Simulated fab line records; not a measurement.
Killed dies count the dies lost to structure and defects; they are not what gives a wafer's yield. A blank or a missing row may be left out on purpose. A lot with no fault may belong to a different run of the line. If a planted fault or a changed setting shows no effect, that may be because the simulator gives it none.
fab line records -- flow sfqLine
record lots=5, wafers=23
route steps=325 shown M7@289 I7@296 M8@319
startH: the number of hours between the record's first day and the start of the first shown wafer of the lot -- waitH: hours since the lot's step before -- " unchanged from the row above -- L1.1+2: a row that stands for several wafers -- - no value, or no start was given -- * or withheld: withheld -- < > ~ a bound
route shown NAME@n: NAME is a module with steps in the file, n the number in the route of the first one -- usual: mean/standard deviation of fault-free wafers -- same: alike in all rows -- chamber/n: place in a boat -- sites: readings site by site -- _std_site: standard deviation of those values -- _edge_site: mean of outer sites minus mean of inner sites -- radiusMm: for every site, how far away it sits from the centre of the wafer -- mask NAME#n: copy n -- behind: the last tool/chamber to shape the wafer -- hold: what put the lot on hold/how long, in hours/how the hold closed -- device: the transistor (n, p or np) that didn't switch -- end of line: the tests these same wafers got at the end of their route -- where a step has no rows: the recipe by itself -- killed: count of dies lost to structure and defects at first sort (not the wafer's yield) -- map: a wafer's dies, x killed, . not, _ none there
set.NAME: the setting that was run; set.NAME@STEP: the one run at that earlier step -- model.NAME: the simulator's own value behind a step, which no gauge read
lots run with intentionally changed settings; tables by step, rows by wafer
## steps
# step SFQ_TRILAYER_M7_LITHO_PEB_180
# recipe pebTempC=115, pebTimeS=60, resist=KrF
lot.wafer,tool,chamber,startH,waitH,set.pebTimeS
L074.2+3+5,lithoTrack-01,0,1725.92,0.8,60
L076.1+4,lithoTrack-01,0,1733.09,1.0,68.86
L076.2+3+6,lithoTrack-01,0,1733.09,1.0,60
L080.1+2,lithoTrack-01,0,1841.12,1.0,67.4
L080.3+4+5,lithoTrack-01,0,1841.12,1.0,60
L083.1+6,lithoTrack-03,0,1851.92,1.0,60
L083.2+3+5,lithoTrack-03,0,1851.92,1.0,63.44
L084.2+5+6,lithoTrack-03,0,1853.15,0.8,60
L084.3+4,lithoTrack-03,0,1853.15,0.8,66.43
# step SFQ_TRILAYER_M7_LITHO_DEVELOP_179
# recipe timeS=60, resist=KrF
# step SFQ_TRILAYER_M7_BARC_OPEN_METAL_ETCH_229
# recipe maskMaterial=PR, chemistry=O2, targetDepthNm=125, target=BARC, icpW=600, biasW=80, pressureMtorr=10, timeS=41.7
lot.wafer,tool,chamber,startH,waitH,set.pebTimeS@TRILAYER_M7_LITHO_PEB_180,model.M7.cdNm
L074.2,rieMetal-04,1,1726.23,0.0,60,499.5
L074.3,rieMetal-04,1,1726.23,0.0,60,498.2
L074.5,rieMetal-04,0,1726.23,0.0,60,499.4
L076.1,rieMetal-01,0,1733.43,0.0,68.86,480.4
L076.2,rieMetal-01,1,1733.43,0.0,60,500.4
L076.3,rieMetal-01,0,1733.43,0.0,60,500.1
L076.4,rieMetal-01,1,1733.43,0.0,68.86,482.6
L076.6,rieMetal-01,1,1733.43,0.0,60,499.5
L080.1,rieMetal-03,0,1841.46,0.0,67.4,482.9
L080.2,rieMetal-03,1,1841.46,0.0,67.4,482.4
L080.3,rieMetal-03,0,1841.46,0.0,60,498.8
L080.4,rieMetal-03,1,1841.46,0.0,60,501.3
L080.5,rieMetal-03,1,1841.46,0.0,60,499.2
L083.1,rieMetal-01,1,1852.26,0.0,60,501.7
L083.2,rieMetal-01,0,1852.26,0.0,63.44,491.1
L083.3,rieMetal-01,0,1852.26,0.0,63.44,492.1
L083.5,rieMetal-01,1,1852.26,0.0,63.44,493.4
L083.6,rieMetal-01,0,1852.26,0.0,60,500.7
L084.2,rieMetal-03,1,1853.48,0.0,60,501.1
L084.3+4,rieMetal-03,1,1853.48,0.0,66.43,486.4
L084.5,rieMetal-03,1,1853.48,0.0,60,500.1
L084.6,rieMetal-03,1,1853.48,0.0,60,499.8
# step SFQ_TRILAYER_I7_DEP_PECVD_183
# recipe material=SiO2, tempC=150, timeS=111.11, pressureTorr=2.4, rfW=183.3, precursor=SiH4/N2O, targetThkNm=500
lot.wafer,tool,chamber,startH,waitH,set.timeS,model.SiO2_of_TRILAYER_I7_DEP_PECVD_183.thkNm
L074.2,pecvd-01,0,1727.19,0.0,111.11,494.7
L074.3,pecvd-01,1,1727.19,0.0,111.11,488.2
L074.5,pecvd-01,0,1727.19,0.0,111.11,503.6
L076.1,pecvd-01,2,1734.39,0.0,106.7,476.2
L076.2,pecvd-01,0,1734.39,0.0,111.11,500.4
L076.3,pecvd-01,1,1734.39,0.0,111.11,489
L076.4,pecvd-01,0,1734.39,0.0,111.11,513.4
L076.6,pecvd-01,2,1734.39,0.0,106.7,487
L080.1,pecvd-01,2,1842.42,0.0,111.11,492.1
L080.2,pecvd-01,0,1842.42,0.0,111.11,506.7
L080.3,pecvd-01,1,1842.42,0.0,111.11,497.5
L080.4,pecvd-01,0,1842.42,0.0,111.11,513.1
L080.5,pecvd-01,1,1842.42,0.0,111.11,499.8
L083.1,pecvd-03,2,1853.48,0.0,125.3,562.3
L083.2,pecvd-03,1,1853.48,0.0,111.11,497.4
L083.3,pecvd-03,0,1853.48,0.0,125.3,567.3
L083.5,pecvd-03,2,1853.48,0.0,111.11,502
L083.6,pecvd-03,0,1853.48,0.0,111.11,517.8
L084.2,pecvd-04,1,1855.20,0.0,111.11,499.3
L084.3,pecvd-04,2,1855.20,0.0,111.11,494.2
L084.4,pecvd-04,1,1855.20,0.0,111.11,503.6
L084.5,pecvd-04,2,1855.20,0.0,111.11,501.4
L084.6,pecvd-04,0,1855.20,0.0,111.11,507
# step SFQ_TRILAYER_I7_CMP_CMP_184
# recipe material=SiO2, downForcePsi=3.09, platenRpm=60, padVelocityMS=0.94248
# usual timeToEndpointS=207/6.4
lot.wafer,tool,chamber,startH,waitH,set.timeS@TRILAYER_I7_DEP_PECVD_183,timeToEndpointS
L074.3,cmp-02,2,1728.45,1.2,111.11,206
L074.2,cmp-02,0,1729.45,2.2,111.11,207
L074.5,cmp-02,2,1730.45,3.2,111.11,213
L076.2,cmp-01,2,1734.47,0.0,111.11,209
L076.4,cmp-01,3,1734.47,0.0,111.11,209
L076.1,cmp-01,0,1734.47,0.0,106.7,194
L076.3,cmp-01,1,1734.47,0.0,111.11,204
L076.6,cmp-01,3,1736.97,2.5,106.7,196
L080.4,cmp-02,3,1842.50,0.0,111.11,210
L080.3,cmp-02,0,1842.50,0.0,111.11,205
L080.1,cmp-02,1,1842.50,0.0,111.11,197
L080.2,cmp-02,2,1842.50,0.0,111.11,220
L080.5,cmp-02,0,1845.19,2.7,111.11,206
L083.1,cmp-02,0,1853.56,0.0,125.3,250
L083.2,cmp-02,1,1853.56,0.0,111.11,203
L083.3,cmp-02,3,1855.06,1.5,125.3,247
L083.6,cmp-02,0,1855.06,1.5,111.11,221
L083.5,cmp-02,1,1855.06,1.5,111.11,203
L084.2,cmp-01,3,1855.28,0.0,111.11,205
L084.3,cmp-01,0,1855.28,0.0,111.11,197
L084.4,cmp-01,1,1855.28,0.0,111.11,213
L084.6,cmp-01,3,1857.28,2.0,111.11,211
L084.5,cmp-01,0,1857.28,2.0,111.11,208
# step SFQ_TRILAYER_I7_VIA_BARC_OPEN_VIA_ETCH_260
# recipe maskMaterial=PR, chemistry=O2, targetDepthNm=125, target=BARC, sourceW=500, biasW=80, pressureMtorr=30, timeS=41.7
lot.wafer,tool,chamber,startH,waitH,set.sourceW,model.KrF_of_TRILAYER_I7_VIA_LITHO_COAT_187.thkNm
L074.2,rieDiel-01,3,1740.63,0.0,500,570.3
L074.3,rieDiel-01,2,1740.63,0.0,500,571.7
L074.5,rieDiel-01,3,1740.63,0.0,500,570.2
L076.1,rieDiel-02,1,1845.06,0.0,465.9,578.4
L076.2,rieDiel-02,2,1845.06,0.0,500,576.8
L076.3,rieDiel-02,0,1845.06,0.0,465.9,579.7
L076.4,rieDiel-02,3,1845.06,0.0,500,573.6
L076.6,rieDiel-02,3,1845.06,0.0,465.9,579.3
L080.1,rieDiel-03,2,1940.40,0.0,545.7,568.5
L080.2+4,rieDiel-03,"1,0",1940.40,0.0,500,574.5
L080.3,rieDiel-03,3,1940.40,0.0,545.7,569
L080.5,rieDiel-03,2,1940.40,0.0,545.7,568.6
L083.1,rieDiel-03,1,1948.80,0.0,528.6,567.5
L083.2,rieDiel-03,0,1948.80,0.0,528.6,567.3
L083.3,rieDiel-03,2,1948.80,0.0,528.6,568.3
L083.5,rieDiel-03,0,1948.80,0.0,500,571.1
L083.6,rieDiel-03,1,1948.80,0.0,500,570.8
L084.2,rieDiel-01,0,1951.20,0.0,551.7,569.3
L084.3,rieDiel-01,1,1951.20,0.0,551.7,568.3
L084.4,rieDiel-01,3,1951.20,0.0,551.7,566.5
L084.5,rieDiel-01,0,1951.20,0.0,500,573.6
L084.6,rieDiel-01,3,1951.20,0.0,500,573.2
# step SFQ_TRILAYER_I7_VIA_ETCH_VIA_ETCH_190
# recipe target=SiO2, stopOn=Nb, maskMaterial=PR, taperDeg=20, chemistry=CHF3, targetDepthNm=260, sourceW=500, biasW=80, pressureMtorr=30, timeS=withheld
lot.wafer,tool,chamber,startH,waitH,set.sourceW@TRILAYER_I7_VIA_BARC_OPEN_VIA_ETCH_260,model.KrF_of_TRILAYER_I7_VIA_LITHO_COAT_187.thkNm
L074.2,rieDiel-01,3,1740.67,0.0,500,525
L074.3,rieDiel-01,2,1740.67,0.0,500,525.9
L074.5,rieDiel-01,3,1740.67,0.0,500,524.5
L076.1,rieDiel-02,1,1845.10,0.0,465.9,533.4
L076.2,rieDiel-02,2,1845.10,0.0,500,531.3
L076.3,rieDiel-02,0,1845.10,0.0,465.9,535.2
L076.4,rieDiel-02,3,1845.10,0.0,500,528.5
L076.6,rieDiel-02,3,1845.10,0.0,465.9,534.9
L080.1+5,rieDiel-03,2,1940.44,0.0,545.7,523.8
L080.2,rieDiel-03,1,1940.44,0.0,500,530.6
L080.3,rieDiel-03,3,1940.44,0.0,545.7,525
L080.4,rieDiel-03,0,1940.44,0.0,500,529.6
L083.1,rieDiel-03,1,1948.84,0.0,528.6,524.2
L083.2,rieDiel-03,0,1948.84,0.0,528.6,522.8
L083.3,rieDiel-03,2,1948.84,0.0,528.6,524.1
L083.5,rieDiel-03,0,1948.84,0.0,500,526.6
L083.6,rieDiel-03,1,1948.84,0.0,500,527.4
L084.2,rieDiel-01,0,1951.24,0.0,551.7,525.4
L084.3,rieDiel-01,1,1951.24,0.0,551.7,523.4
L084.4,rieDiel-01,3,1951.24,0.0,551.7,521
L084.5,rieDiel-01,0,1951.24,0.0,500,529.9
L084.6,rieDiel-01,3,1951.24,0.0,500,528
# step SFQ_TRILAYER_M8_DEP_EVAP_197
# recipe material=Ti, angularSpreadDeg=1, targetThkNm=20, timeS=100, powerW=2000
lot.wafer,tool,chamber,startH,waitH,set.timeS,model.Ti_of_TRILAYER_M8_DEP_EVAP_197.thkNm
L074.2,pvdSputter-01,-,1835.57,0.0,100,19.74
L074.3,pvdSputter-01,-,1835.57,0.0,100,19.73
L074.5,pvdSputter-01,-,1835.57,0.0,100,19.87
L076.1,pvdSputter-01,-,1850.81,0.0,100,19.47
L076.2,pvdSputter-01,-,1850.81,0.0,91.33,18.05
L076.3,pvdSputter-01,-,1850.81,0.0,91.33,18.21
L076.4,pvdSputter-01,-,1850.81,0.0,100,19.78
L076.6,pvdSputter-01,-,1850.81,0.0,100,19.72
L080.1,pvdSputter-01,-,1944.75,0.0,106,21.19
L080.2,pvdSputter-01,-,1944.75,0.0,106,20.94
L080.3,pvdSputter-01,-,1944.75,0.0,100,19.85
L080.4,pvdSputter-01,-,1944.75,0.0,100,19.84
L080.5,pvdSputter-01,-,1944.75,0.0,106,21.14
L083.1,pvdSputter-02,-,1954.95,0.0,100,20.45
L083.2,pvdSputter-02,-,1954.95,0.0,87.58,17.43
L083.3,pvdSputter-02,-,1954.95,0.0,87.58,17.77
L083.5,pvdSputter-02,-,1954.95,0.0,100,20.18
L083.6,pvdSputter-02,-,1954.95,0.0,100,20.07
L084.2,pvdSputter-01,-,2030.64,0.0,100,19.74
L084.3,pvdSputter-01,-,2030.64,0.0,112,22.09
L084.4,pvdSputter-01,-,2030.64,0.0,100,19.62
L084.5,pvdSputter-01,-,2030.64,0.0,112,22.19
L084.6,pvdSputter-01,-,2030.64,0.0,112,22.22
## key
split step=SFQ_TRILAYER_M7_LITHO_PEB_180, setting=pebTimeS, stated=60, by=wafer
response step=SFQ_TRILAYER_M7_BARC_OPEN_METAL_ETCH_229, reading=model.M7.cdNm, change=-1.32, per=1%, r=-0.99
split step=SFQ_TRILAYER_I7_DEP_PECVD_183, setting=timeS, stated=111.11, by=wafer
response step=SFQ_TRILAYER_I7_DEP_PECVD_183, reading=model.SiO2_of_TRILAYER_I7_DEP_PECVD_183.thkNm, change=+4.65, per=1%, r=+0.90
response step=SFQ_TRILAYER_I7_CMP_CMP_184, reading=timeToEndpointS, change=*, per=1%, r=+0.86
split step=SFQ_TRILAYER_I7_VIA_BARC_OPEN_VIA_ETCH_260, setting=sourceW, stated=500, by=wafer
response step=SFQ_TRILAYER_I7_VIA_BARC_OPEN_VIA_ETCH_260, reading=model.KrF_of_TRILAYER_I7_VIA_LITHO_COAT_187.thkNm, change=-0.572, per=1%, r=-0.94
response step=SFQ_TRILAYER_I7_VIA_ETCH_VIA_ETCH_190, reading=model.KrF_of_TRILAYER_I7_VIA_LITHO_COAT_187.thkNm, change=-0.607, per=1%, r=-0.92
split step=SFQ_TRILAYER_M8_DEP_EVAP_197, setting=timeS, stated=100, by=wafer
response step=SFQ_TRILAYER_M8_DEP_EVAP_197, reading=model.Ti_of_TRILAYER_M8_DEP_EVAP_197.thkNm, change=+0.203, per=1%, r=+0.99
